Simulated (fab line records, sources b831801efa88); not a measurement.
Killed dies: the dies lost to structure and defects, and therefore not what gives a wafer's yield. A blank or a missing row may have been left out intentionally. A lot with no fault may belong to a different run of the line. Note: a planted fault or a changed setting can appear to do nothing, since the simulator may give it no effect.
Chamber matching	flow gf180mcu	GF_V3_CMP_26 on cmp-02 has 4 sister chambers
The step polishes, stops on SiO2, t overpolish 15 s, target thk 0 nm. 7 wafers are shown with their chamber, then 7 later ones without.

WAFERS PAIRED WITH THEIR CHAMBERS
wafer	chamber	motor-current-A (A)	platen-rpm (rpm)
L327.3	2	11.7	60.03
L328.3	2	11.5	60.04
L328.4	0	10.5	60.02
L338.2	1	10.2	59.98
L338.6	3	11.6	60.01
L340.1	3	11.9	60.03
L340.3	0	11.0	60.06

WAFERS WITH NO CHAMBER GIVEN
wafer	motor-current-A (A)	platen-rpm (rpm)
L340.5	10.5	60.02
L341.2	11.0	59.97
L341.3	11.6	60.01
L341.4	11.6	59.94
L342.2	11.6	59.98
L342.3	11.7	60.00
L342.4	9.9	60.05

THE CHAMBER EACH PASSED THROUGH
wafer	from the rows above	in truth
L340.5	can't be placed: 0 or 1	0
L341.2	can't be placed: 1 or 0 or 3 or 2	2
L341.3	can't be placed: 3 or 2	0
L341.4	can't be placed: 3 or 2 or 1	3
L342.2	can't be placed: 3 or 2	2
L342.3	can't be placed: 3 or 2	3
L342.4	can't be placed: 0 or 1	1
Correct placement for 0 of the 7. From these rows, 7 cannot be placed; in 6 the true chamber is one of the candidates. Placed wrongly: 0.
How it was worked out, from the rows above alone: a wafer's distance from a chamber is the root of the sum, over the readings, of the square of ((its reading less the chamber's mean) divided by the reading's scatter). If the next closest chamber is less than 2 further off than the closest, the wafer can't be placed; otherwise it belongs to the closest. A chamber's mean is the mean of its shown wafers. How the scatter is found: for the shown wafers, subtract from each reading the mean of its chamber, square and add these, divide the total by (wafers less chambers), then take the root.
